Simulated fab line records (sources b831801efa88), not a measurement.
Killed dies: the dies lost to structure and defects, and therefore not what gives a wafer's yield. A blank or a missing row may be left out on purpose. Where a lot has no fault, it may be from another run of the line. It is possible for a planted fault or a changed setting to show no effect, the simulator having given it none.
Comparing a struck lot with a sound one	flow sfqLine	24 steps out of a route of 325
Sound: these wafers, L927.1, L927.4, L927.6. Struck: wafers L940.2, L940.5, L940.6. Last of all comes the cause.
Order at every step that has rows: each side's tool, ch and its chambers, its first start. Under that, the readings that differ: sound wafers	struck wafers	difference of the means	sigmas: that difference in standard deviations of wafers without a fault.
alike: words and numbers the same on both sides, and readings whose means are apart by under 2 such deviations; not compared: readings that were withheld, readings missing a value for some wafer, numbers with overlapping values and no deviation given by the record, and bounds like >300 which may hide the same value.
Wherever a step has rows on one side only, a row that says differs or no value, or a row with sigmas, the two part there. When numbers do not overlap yet have no deviation, they are printed without sigmas and do not part them. Lack of a reading on every wafer of one side parts them only where that side has two or more wafers.

first, 2 steps without rows for these wafers: SFQ_TRILAYER_C5_STRIP_SOLV_CLEAN_156 (cleans in NMP, time 600 s); SFQ_TRILAYER_M6_DEP_PRE_CLEAN_158 (time 22.5 s).
SFQ_TRILAYER_M6_DEP_SPUTTER_157: material Nb, target thk 200 nm, time 133.3 s.
  struck on pvdSputter-03, day 71 22:26; sound on pvdSputter-06, day 66 17:42
  alike: throttleValvePct
SFQ_M6_RS_MEAS_938: measures by four-point-probe.
  struck on filmMetro-03, day 71 22:34; sound on filmMetro-01, day 66 17:47
  alike: M6_NB_RS
then, 6 steps without rows for these wafers: SFQ_TRILAYER_M6_LITHO_COAT_164 (resist thk 62 nm); SFQ_TRILAYER_M6_LITHO_COAT_159 (resist thk 600 nm); SFQ_TRILAYER_M6_LITHO_SOFTBAKE_163; SFQ_TRILAYER_M6_LITHO_EXPOSE_160 (exposes mask M6, target cd 500 nm); SFQ_TRILAYER_M6_LITHO_PEB_162 (peb time 60 s); SFQ_TRILAYER_M6_LITHO_DEVELOP_161 (time 60 s).
-- the record jumps here: 4 days lie between the struck wafers' starts before and after --
SFQ_M6_OVL_MEAS_940:
  struck on overlay-02, day 76 10:31; sound on overlay-02, day 71 08:31
  alike: M6_OVL
SFQ_TRILAYER_M6_BARC_OPEN_METAL_ETCH_206: etches BARC in O2, target depth 125 nm, time 41.7 s.
  sound on rieMetal-03 ch 0,1, day 71 08:33; struck on rieMetal-01 ch 0,1, day 76 10:33
  no value came back on the struck wafers for biasW (W), chamberPressureMTorr (mTorr), drypumpMotorCurrentA (A), oesProductAu (a.u.); on the sound wafers biasW (W) reads 80.06 80.37 79.90
reading	sound	struck	difference	sigmas
model.KrF_of_TRILAYER_M6_LITHO_COAT_159.thkNm (nm)	523.5 523.2 524	573.1 573.1 573	+49.5	
  not compared: rfHoursCounterH
SFQ_TRILAYER_M6_ETCH_METAL_ETCH_162: etches Nb in Cl2/Ar, stops on SiO2, target depth 240 nm, time 120 s.
  sound on rieMetal-03 ch 0,1, day 71 08:37; struck on rieMetal-01 ch 0,1, day 76 10:37
reading	sound	struck	difference	sigmas
oesProductAu (a.u.)	0.901 0.892 0.895	0.382 0.379 0.374	-0.518	-91
model.KrF_of_TRILAYER_M6_LITHO_COAT_159.thkNm (nm)	381.2 380.3 383	432.5 432.2 433	+51.1	
  alike: biasW, chamberPressureMTorr, drypumpMotorCurrentA
  not compared: rfHoursCounterH
SFQ_TRILAYER_M6_STRIP_STRIP_163: strips in O2.
  sound on rieMetal-03 ch 0,1, day 71 08:44; struck on rieMetal-01 ch 0,1, day 76 10:44
  alike: drypumpMotorCurrentA, oesProductAu
  not compared: rfHoursCounterH
then, 1 step without rows for these wafers: SFQ_TRILAYER_M6_STRIP_SOLV_CLEAN_164 (cleans in NMP, time 600 s).
SFQ_TRILAYER_I6_DEP_PECVD_165: deposits SiO2 from SiH4/N2O, time 111.11 s, target thk 500 nm.
  sound on pecvd-02 ch 1,2, day 71 09:31; struck on pecvd-01 ch 0,1, day 76 11:41
reading	sound	struck	difference	sigmas
throttleValvePct (%)	26.0 25.8 25.2	22.7 24.0 22.3	-2.7	-2
  alike: heaterPowerW, susceptorTempC
SFQ_TRILAYER_I6_CMP_CMP_166: polishes SiO2.
  sound on cmp-01 ch 0,1,2, day 71 10:41; struck on cmp-01 ch 0,1,2, day 76 12:50
  alike: motorCurrentA, slurryFlowMlMin, timeToEndpointS
SFQ_I6_BOW_MEAS_941:
  struck on filmMetro-03, day 76 14:51; sound on filmMetro-04, day 71 13:11
  alike: I6_BOW
SFQ_TRILAYER_I6_METRO_MEASURE_167:
  struck on filmMetro-03, day 76 15:09; sound on filmMetro-04, day 71 13:19
  alike: thkNm
then, 3 steps without rows for these wafers: SFQ_TRILAYER_I6_VIA_LITHO_COAT_174 (resist thk 62 nm); SFQ_TRILAYER_I6_VIA_LITHO_COAT_169 (resist thk 650 nm); SFQ_TRILAYER_I6_VIA_LITHO_SOFTBAKE_173.
-- the record jumps here: 4 days lie between the struck wafers' starts before and after --
SFQ_TRILAYER_I6_VIA_LITHO_EXPOSE_170: exposes mask I6, target cd 700 nm.
  sound on krfScanner-02 ch 0, day 75 22:13; struck on krfScanner-01, day 80 21:37
  no value came back on the struck wafers for exposureDoseMJCm2, focusOffsetNm (nm), reticleTempC (C); on the sound wafers exposureDoseMJCm2 reads 21.316 21.296 21.304
  alike: mask
then, 1 step without rows for these wafers: SFQ_TRILAYER_I6_VIA_LITHO_PEB_172 (peb time 60 s).

== WHERE THEY PART ==
Earliest at SFQ_TRILAYER_M6_BARC_OPEN_METAL_ETCH_206; latest, in this record, at SFQ_TRILAYER_I6_VIA_LITHO_EXPOSE_170.

WHY: whatever the simulator had introduced
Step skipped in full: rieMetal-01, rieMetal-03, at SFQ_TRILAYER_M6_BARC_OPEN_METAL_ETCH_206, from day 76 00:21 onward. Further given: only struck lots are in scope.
